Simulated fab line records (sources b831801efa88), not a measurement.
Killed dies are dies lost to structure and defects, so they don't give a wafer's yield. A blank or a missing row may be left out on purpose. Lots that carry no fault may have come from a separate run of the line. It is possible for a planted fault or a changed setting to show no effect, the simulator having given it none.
Chamber matching	flow gf180mcu	GF_STI_ETCH_14 on rie si-01 has 4 sister chambers
The step etches Si in HBr/Cl2/O2, target depth 360 nm, time 102.9 s. 14 wafers are shown with their chamber, then 7 later ones without.

## EACH WAFER AND ITS CHAMBER
wafer	chamber	run length s (s)	rf fwd power W (W)	throttle valve pct (%)
L691.2	2	131.7	592.6	25.648
L691.3	1	131.4	593.1	25.661
L691.4	3	131.0	597.5	25.651
L693.1	2	131.6	591.1	25.661
L693.3	0	131.4	595.2	25.672
L693.5	0	131.4	598.4	25.680
L695.2	1	130.8	598.9	25.661
L695.4	1	131.1	598.3	25.667
L695.5	0	131.1	591.4	25.653
L698.1	0	131.4	598.1	25.658
L698.5	3	131.2	599.1	25.671
L698.6	1	130.8	597.5	25.656
L699.1	0	131.4	598.2	25.672
L699.3	3	131.1	596.3	25.686

SIGNATURES (averages over the wafers above)
reading	chamber 0	chamber 1	chamber 2	chamber 3	scatter within a chamber
run length s	131.340	131.025	131.650	131.100	0.186
rf fwd power W	596.260	596.950	591.850	597.633	2.5
throttle valve pct	25.66700	25.66125	25.65450	25.66933	0.0112
Rule: distance of a wafer from a chamber = root of the sum over the readings of ((wafer's reading minus chamber's mean) / reading's scatter) squared. The wafer belongs to the nearest chamber; if the next one is less than 2 further off, it can't be placed. The scatter: take each reading less its chamber's mean, square it, sum over the shown wafers, divide by the number of wafers less the number of chambers, and take the root.

## WAFERS WITH NO CHAMBER GIVEN
wafer	run length s (s)	rf fwd power W (W)	throttle valve pct (%)
L699.4	132.0	594.6	25.656
L700.1	131.4	596.0	25.662
L700.3	131.5	594.0	25.668
L700.6	131.3	593.6	25.664
L707.6	130.9	592.6	25.653
L708.1	131.7	598.8	25.663
L708.4	131.2	596.6	25.665

## WHICH CHAMBER EACH WENT THROUGH
wafer	from the rows above	in truth
L699.4	can't be placed: 2 or 0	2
L700.1	can't be placed: 0 or 3 or 1 or 2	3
L700.3	can't be placed: 0 or 2 or 3 or 1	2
L700.6	can't be placed: 0 or 3 or 1 or 2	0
L707.6	can't be placed: 1 or 3 or 0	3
L708.1	can't be placed: 0 or 2 or 3 or 1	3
L708.4	can't be placed: 3 or 0 or 1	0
0 of 7 placed correctly. These rows do not allow placing 7 (true chamber among the candidates in 7). Number placed wrongly: 0.
